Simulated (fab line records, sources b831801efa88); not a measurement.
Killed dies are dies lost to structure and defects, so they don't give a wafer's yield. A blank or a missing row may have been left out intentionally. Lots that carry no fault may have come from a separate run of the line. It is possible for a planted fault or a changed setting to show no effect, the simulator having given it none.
Which of the tools did it?    flow gf180mcu    12 lots with 36 wafers sampled at 3 steps, on a route of 602 steps

WHAT EACH GAUGE READ, for each wafer
GF_M4_OVL_MEAS_15.
lot   measured      on          M4_OVL (nm)
L647  day 23 06:52  overlay-02  17 3 8
L650  day 24 11:23  overlay-02  -6 -2 -1
L651  day 24 17:43  overlay-01  1 -1 6
L653  day 25 13:41  overlay-01  -6 -1 -5
L654  day 25 21:13  overlay-02  10 0 1
L656  day 26 12:37  overlay-02  3 5 2
L658  day 27 02:59  overlay-01  2 0 3
L659  day 27 06:46  overlay-02  5 0 8
L660  day 27 23:02  overlay-02  -7 -3 -10
L661  day 28 01:59  overlay-02  0 4 2
L663  day 28 16:52  overlay-02  8 -1 -1
L664  day 28 21:07  overlay-02  -3 -3 1

GF_V4_THK_MEAS_03.
lot   measured      on             V4_CVD_02_THK (nm)
L647  day 23 07:54  film metro-03  858 850 846
L650  day 24 12:26  film metro-04  841 842 846
L651  day 24 18:47  film metro-04  838 855 862
L653  day 25 14:40  film metro-02  854 849 854
L654  day 25 22:11  film metro-02  838 844 854
L656  day 26 13:31  film metro-04  832 822 840
L658  day 27 03:53  film metro-02  833 844 851
L659  day 27 07:53  film metro-02  836 848 849
L660  day 27 23:56  film metro-02  833 846 845
L661  day 28 02:53  film metro-02  837 854 843
L663  day 28 17:47  film metro-02  840 847 859
L664  day 28 22:01  film metro-03  854 861 856

GF_V4_BOW_MEAS_05.
lot   measured      on             V4_BOW (um)
L647  day 23 08:16  film metro-04  145 155 133
L650  day 24 12:48  film metro-04  140 137 118
L651  day 24 19:09  film metro-03  122 128 135
L653  day 25 15:03  film metro-04  140 132 144
L654  day 25 22:34  film metro-04  146 128 144
L656  day 26 13:53  film metro-03  146 137 136
L658  day 27 04:15  film metro-03  143 143 144
L659  day 27 08:14  film metro-04  133 133 136
L660  day 28 00:19  film metro-02  131 122 122
L661  day 28 03:15  film metro-04  139 138 129
L663  day 28 18:09  film metro-02  113 122 123
L664  day 28 22:22  film metro-03  124 130 137

EACH LOT AND THE TOOL THAT RAN IT (in order: tool; ch and the chambers of the sampled wafers; start)
Before these readings, the record contains no process step.

WHAT THE TOOLS THEMSELVES READ (means of the sampled wafers that have a number; where no wafer has one, the mark that the record gives instead)
The record holds no such reading with a usual standard deviation.

THE ANSWER, worked out from the rows above alone
Rule: the usual values come from the lots themselves. The widest of any qualifying gaps counts: lots, ordered by their means at a reading, are off when they make up no more than a third of the lots, leave a main group of 4 or more, and stand apart from it by 3 or more times the standard deviation of that group's means. A main group is skipped when, at the precision printed for the reading in the tables above, its means are all equal. A lot without any number at a reading at which 4 lots or more have one is off too. Where the step has rows for the other lots, those lots are counted as sound. Order of review: gauges by route order, followed by the tools' own readings, for which a lot's mean as printed above is used. At the first step where some lot is off, the reading lying furthest off is the one used; lots without a number count as furthest.
Nothing can be told from this: no lot is off at any reading shown.

WHAT HAD BEEN PUT IN BY THE SIMULATOR
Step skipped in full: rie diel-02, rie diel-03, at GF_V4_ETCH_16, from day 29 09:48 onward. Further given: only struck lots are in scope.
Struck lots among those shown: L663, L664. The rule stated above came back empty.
